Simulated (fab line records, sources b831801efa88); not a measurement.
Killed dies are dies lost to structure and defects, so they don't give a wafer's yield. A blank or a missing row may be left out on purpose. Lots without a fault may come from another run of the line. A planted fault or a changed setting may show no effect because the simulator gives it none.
A struck lot beside a sound one | flow sky130 | 17 steps out of a route of 708
Sound: wafers L994.2, L994.4, L994.6. Struck: wafers L109.1, L109.3, L109.6. The cause comes at the end.
At each step with rows: each side's tool, then ch and its chambers, then its first start. Under that, the readings that differ: sound wafers | struck wafers | difference of the means | sigmas: that difference in standard deviations of wafers without a fault.
alike: readings whose means differ by less than 2 such deviations, and words and numbers that are the same on both sides. not compared: withheld readings, readings that some wafer has no value for, bounds like >300 that may hide the same value, and numbers for which the record gives no deviation and whose values overlap.
The two part at a step that has a row with sigmas, a row that says differs or no value, or rows on one side only. Numbers that don't overlap but have no deviation are shown without sigmas and don't part them. A reading that every wafer of one side lacks parts them only if that side has two wafers or more.

SKY_LDD_P_OVL_MEAS_08:
  sound on overlay-02, day 18 08:38; struck on overlay-02, day 24 13:20
  alike: LDD_P_OVL
then, 1 step without rows for these wafers: SKY_LDD_P_IMPLANT_09.
SKY_LDD_P_STRIP_10: strips in O2/N2.
  sound on plasma_asher-02 ch 0,1, day 18 08:49; struck on plasma_asher-03 ch 0, day 24 13:32
  alike: drypump_motor_current_A, oes_product_au, strip_time_to_endpoint_s
  not compared: rf_hours_counter_h
SKY_LDD_P_TW_MEAS_11:
  sound on film_metro-03, day 18 08:55; struck on film_metro-01, day 24 13:38
  reading  | sound       | struck      | difference | sigmas
  LDD_P_TW | 637 641 634 | 626 630 623 | -11        | -2
then, 7 steps without rows for these wafers: SKY_LDD_HVN_DEHYDRATE_00 (time 60 s); SKY_LDD_HVN_HMDS_01 (prime time 60 s); SKY_LDD_HVN_COAT_02 (resist thk 300 nm); SKY_LDD_HVN_SOFTBAKE_03 (time 60 s); SKY_LDD_HVN_EXPOSE_04 (exposes mask HVNTM, target cd 700 nm); SKY_LDD_HVN_PEB_05; SKY_LDD_HVN_DEVELOP_06 (develop time 60 s).
SKY_LDD_HVN_OVL_MEAS_07:
  sound on overlay-02, day 19 15:46; struck on overlay-01, day 25 18:25
  alike: LDD_HVN_OVL
SKY_LDD_HVN_IMPLANT_08:
  sound on implanter-03 ch 0, day 19 15:49; struck on implanter-03 ch 0, day 25 18:27
  alike: end_station_pressure_torr
SKY_LDD_HVN_STRIP_09: strips in O2/N2.
  sound on plasma_asher-02 ch 0, day 19 15:57; struck on plasma_asher-01 ch 0, day 25 18:36
  alike: drypump_motor_current_A, oes_product_au, strip_time_to_endpoint_s
  not compared: rf_hours_counter_h
SKY_LDD_HVN_TW_MEAS_10:
  sound on film_metro-02, day 19 16:04; struck on film_metro-04, day 25 18:42
  reading    | sound          | struck         | difference | sigmas
  LDD_HVN_TW | 1448 1439 1447 | 1387 1386 1384 | -59        | -6
then, 1 step without rows for these wafers: SKY_LDD_HVP_DEHYDRATE_00 (time 60 s).
-- the record jumps here: 24 days lie between the struck wafers' starts before and after (it left off in module LDD_HVP and takes up again in module PAD_OPEN, whose first step shown is number 708 of the route) --
SKY_PAD_OPEN_PROBE_99:
  sound on prober-01, day 45 00:43; struck on prober-01, day 49 20:56
  reading                                        | sound                | struck               | difference | sigmas
  model.etest.tip_n_5v.rs_ohm_sq                 | 1378 1379 1372       | 1605 1607 1601       | +228       |
  model.etest.tip_n_5v.rs_ohm_sq_range           | 29.95 32.4 18.44     | 194.1 200.5 217.5    | +177.1     |
  model.etest.tip_n_5v.rs_ohm_sq_rim_less_centre | -16.08 -9.445 -7.517 | -89.35 -104.4 -104.8 | -88.50     |
  model.etest.nfet_g5v0d10v5.r_on_ohm_um         | 1865 1841 1856       | 1941 1901 1903       | +61        |
  alike: killed_at_M0_to_M3, killed_at_M4_up, killed_at_contacts, killed_at_front_end, killed_at_other, killed_dies, killed_open, killed_short

WHERE THEY PART
First at SKY_LDD_P_TW_MEAS_11; last, within this record, at SKY_LDD_HVN_TW_MEAS_10. Later steps at which nothing parts them and some readings are alike: SKY_PAD_OPEN_PROBE_99.

WHY: what the simulator had put in
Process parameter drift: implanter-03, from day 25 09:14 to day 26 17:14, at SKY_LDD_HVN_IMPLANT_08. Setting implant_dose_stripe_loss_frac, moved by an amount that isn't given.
